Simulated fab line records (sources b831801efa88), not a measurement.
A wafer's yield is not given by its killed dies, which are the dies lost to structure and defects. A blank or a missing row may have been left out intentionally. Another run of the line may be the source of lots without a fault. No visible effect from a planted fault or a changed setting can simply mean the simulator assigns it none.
Which of the tools did it? -- flow sky130 -- 12 lots, 36 wafers sampled, at 4 steps of a route of 708

## WHAT THE GAUGES SHOWED, per wafer
SKY_VT_ADJUST_HVTR_TW_MEAS_11. Usual: VT_ADJUST_HVTR_TW gives 211.7 (standard deviation 1.7).
lot,measured,on,VT_ADJUST_HVTR_TW,flag
L467,day 10 04:13,film metro-01,209.2 208.8 208.8,
L468,day 10 04:59,film metro-01,209.2 209.0 209.0,
L470,day 11 02:38,film metro-01,210.9 210.4 211.6,
L472,day 11 13:29,film metro-01,211.3 210.9 210.7,
L474,day 11 21:07,film metro-01,211.4 211.2 211.8,
L473,day 11 22:55,film metro-02,212.1 212.7 212.3,
L476,day 12 05:23,film metro-02,215.3 215.4 215.4,
L477,day 12 15:47,film metro-01,210.4 210.1 210.4,
L484,day 14 16:49,film metro-03,259.3 259.5 262.6,OFF
L485,day 14 23:04,film metro-01,255.1 256.4 256.6,OFF
L486,day 15 10:29,film metro-01,256.8 256.5 257.0,OFF
L489,day 16 13:41,film metro-03,212.8 211.4 213.7,

SKY_SD_N_RS_MEAS_18: uses a four-point probe to measure. Usual: RES_XHIGH_RS gives 333.5 ohm/sq (standard deviation 1.4).
lot,measured,on,RES_XHIGH_RS (ohm/sq),flag
L467,day 28 16:46,film metro-04,335.8 336.3 335.3,
L468,day 28 17:41,film metro-02,331.4 331.5 331.7,
L470,day 29 19:32,film metro-01,333.2 332.6 331.9,
L472,day 30 07:08,film metro-04,333.2 335.4 333.6,
L474,day 30 19:38,film metro-01,332.5 333.9 334.4,
L473,day 30 18:59,film metro-01,333.4 333.7 335.4,
L476,day 31 00:38,film metro-02,334.4 334.3 333.0,
L477,day 31 11:46,film metro-01,332.8 332.9 332.5,
L484,day 33 23:51,film metro-04,335.4 334.2 333.9,
L485,day 34 01:17,film metro-04,332.3 332.2 332.3,
L486,day 34 07:38,film metro-01,334.9 334.2 333.7,
L489,day 35 07:30,film metro-01,333.2 333.5 333.6,

## EACH LOT AND THE TOOL THAT RAN IT (in order: tool; ch and the chambers of the sampled wafers; start)
lot,SKY_VT_ADJUST_HVTR_IMPLANT_09,SKY_SONOS_ONO_ETCH_15
L467,"implanter-03 ch 0, day 10 03:58","rie diel-03 ch 0,1,3, day 13 09:44"
L468,"implanter-03 ch 0, day 10 04:44","rie diel-01 ch 0,2, day 13 10:13"
L470,"implanter-03 ch 0, day 11 02:23","rie diel-04 ch 0,1, day 14 10:32"
L472,"implanter-02 ch 0, day 11 13:15","rie diel-01 ch 0,3, day 14 23:38"
L474,"implanter-03 ch 0, day 11 20:52","rie diel-03 ch 1,2,3, day 15 10:38"
L473,"implanter-03 ch 0, day 11 22:41","rie diel-04 ch 0,2,3, day 15 10:08"
L476,"implanter-03 ch 0, day 12 05:10","rie diel-01 ch 2,3, day 15 17:13"
L477,"implanter-01 ch 0, day 12 15:32","rie diel-01 ch 0,3, day 16 05:05"
L484,"implanter-03 ch 0, day 14 16:16","rie diel-01 ch 1,2, day 18 09:59"
L485,"implanter-02 ch 0, day 14 22:31","rie diel-04 ch 0,1, day 18 20:02"
L486,"implanter-03 ch 0, day 15 09:46","rie diel-04 ch 1,2,3, day 19 05:00"
L489,"implanter-01 ch 0, day 16 13:26","rie diel-04 ch 0,1, day 20 13:26"
- SKY_VT_ADJUST_HVTR_IMPLANT_09
- SKY_SONOS_ONO_ETCH_15: etches the open film in CHF3/O2, target depth 19.52 nm, time 7.8 s.

## WHAT THE TOOLS THEMSELVES READ (means of the sampled wafers that have a number; where no wafer has one, the mark that the record gives instead)
SKY_VT_ADJUST_HVTR_IMPLANT_09. Usual: dose ions cm2 at 2.0998e+12, with a standard deviation of 2.6e+09.
lot,tool,dose ions cm2,flag
L467,implanter-03,2.0971e+12,
L468,implanter-03,2.0993e+12,
L470,implanter-03,2.1028e+12,
L472,implanter-02,2.0979e+12,
L474,implanter-03,2.0978e+12,
L473,implanter-03,2.0966e+12,
L476,implanter-03,2.1021e+12,
L477,implanter-01,2.0982e+12,
L484,implanter-03,2.1008e+12,
L485,implanter-02,2.1016e+12,
L486,implanter-03,2.0999e+12,
L489,implanter-01,2.0966e+12,

SKY_SONOS_ONO_ETCH_15. Usual: O2_flow_sccm 5.002 sccm, standard deviation 0.016; drypump motor current A 6.0 A, standard deviation 0.38; oes product au 0.998 a.u., standard deviation 0.0087; throttle valve pct 8.823 %, standard deviation 0.009.
lot,tool,O2_flow_sccm (sccm),drypump motor current A (A),oes product au (a.u.),throttle valve pct (%),flag
L467,rie diel-03,5.003,6.2,1.006,8.824,
L468,rie diel-01,5.009,6.3,0.999,8.826,
L470,rie diel-04,4.983,6.1,0.992,8.821,
L472,rie diel-01,4.995,5.9,1.004,8.834,
L474,rie diel-03,4.998,6.2,1.007,8.817,
L473,rie diel-04,4.995,5.9,0.993,8.823,
L476,rie diel-01,5.004,6.0,0.995,8.832,
L477,rie diel-01,4.996,5.5,0.992,8.815,
L484,rie diel-01,5.002,6.2,1.010,8.824,
L485,rie diel-04,5.005,6.1,0.999,8.827,
L486,rie diel-04,5.013,5.9,0.997,8.814,
L489,rie diel-04,5.024,6.1,0.994,8.827,

## THE ANSWER, worked out from the rows above alone
Rule: lot off if the mean of its wafers having a number is beyond 3 standard deviations from the usual mean. A lot without any number at a reading at which 4 lots or more have one is off too. Where the step has rows for the other lots, those lots are counted as sound. First the gauges in route order, then the tools' own readings, where a lot's mean is used as printed above. At the first step where some lot is off, the reading lying furthest off is the one used; lots without a number count as furthest.
Off: at SKY_VT_ADJUST_HVTR_TW_MEAS_11 (VT_ADJUST_HVTR_TW), L484, L485, L486.
A tool fits if, at a process step before that reading, it ran every lot that is off, and no sound lot after the first of them. The gauges at SKY_VT_ADJUST_HVTR_TW_MEAS_11 are tried like those tools. None of those tried fits.

## WHAT THE SIMULATOR PUT IN
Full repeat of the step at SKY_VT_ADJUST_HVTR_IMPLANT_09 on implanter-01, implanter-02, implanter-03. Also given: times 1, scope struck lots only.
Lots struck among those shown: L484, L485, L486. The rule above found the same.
